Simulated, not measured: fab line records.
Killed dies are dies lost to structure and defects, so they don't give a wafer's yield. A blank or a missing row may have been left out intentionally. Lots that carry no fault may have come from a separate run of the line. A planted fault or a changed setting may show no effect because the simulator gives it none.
2 desks looking at one fault || flow gf180mcu || each desk has only its own numbers; what lay behind them comes last

== TOOL OWNER'S DESK, pvd sputter-02 ==
At GF_V1_SPUTTER_22 (material TiN, target thk 10 nm, time 40 s) the tool's own readings: per lot run on this tool, the mean of the sampled wafers that have a number. Any lot whose mean is over 4 standard deviations away from the usual mean is out of limits and marked OUT; that distance is given in the brackets.
Columns: A = throttle valve pct at GF_V1_SPUTTER_22, usual 30.2 %
{"lot": "L451", "first seen here": "day 19 15:04", "A": 30.6}
{"lot": "L452", "first seen here": "day 20 04:31", "A": 31.2}
{"lot": "L458", "first seen here": "day 22 08:32", "A": 31.2}
{"lot": "L466", "first seen here": "day 25 02:52", "A": 30.8}
{"lot": "L468", "first seen here": "day 25 14:37", "A": 31.0}
{"lot": "L470", "first seen here": "day 26 07:15", "A": 30.6}
This desk's finding: nothing out of limits on any of the 6 lots.

== FROM THE METROLOGY DESK ==
What the gauges read, lot by lot, whatever tool the lot ran on: means of the sampled wafers that have a number. Any lot whose mean is over 4 standard deviations away from the usual mean is out of limits and marked OUT; that distance is given in the brackets.
Columns: A = M1_ALCU_THK at GF_M1_THK_MEAS_06, usual 443 nm; B = V1_CVD_02_THK at GF_V1_THK_MEAS_03, usual 851 nm; C = V1_W_RS at GF_V1_RS_MEAS_24, usual 0.323 ohm/sq
{"lot": "L447", "first seen here": "day 15 23:02", "A": 441, "B": 835, "C": 0.318}
{"lot": "L449", "first seen here": "day 16 21:35", "A": 435, "B": 845, "C": 0.326}
{"lot": "L450", "first seen here": "day 17 05:47", "A": 436, "B": 841, "C": 0.322}
{"lot": "L451", "first seen here": "day 17 13:03", "A": 437, "B": 846, "C": 0.325}
{"lot": "L452", "first seen here": "day 18 03:28", "A": 436, "B": 835, "C": 0.321}
{"lot": "L457", "first seen here": "day 19 22:55", "A": 444, "B": 848, "C": 0.321}
{"lot": "L458", "first seen here": "day 20 06:32", "A": 441, "B": 855, "C": 0.315}
{"lot": "L464", "first seen here": "day 22 14:10", "A": 440, "B": 842, "C": 0.322}
{"lot": "L466", "first seen here": "day 23 05:02", "A": 444, "B": 858, "C": 0.325}
{"lot": "L467", "first seen here": "day 23 11:13", "A": 438, "B": 861, "C": 0.324}
{"lot": "L468", "first seen here": "day 23 17:15", "A": 440, "B": 851, "C": 0.327}
{"lot": "L469", "first seen here": "day 23 21:22", "A": 443, "B": 850, "C": 0.321}
{"lot": "L470", "first seen here": "day 24 10:40", "A": 444, "B": 854, "C": 0.322}
This desk's finding: nothing out of limits on any of the 13 lots.

== ALL TOGETHER ==
The tool owner's desk saw nothing out of limits.
From the metrology desk's view, nothing was out of limits.

== WHAT HAD BEEN PUT IN BY THE SIMULATOR ==
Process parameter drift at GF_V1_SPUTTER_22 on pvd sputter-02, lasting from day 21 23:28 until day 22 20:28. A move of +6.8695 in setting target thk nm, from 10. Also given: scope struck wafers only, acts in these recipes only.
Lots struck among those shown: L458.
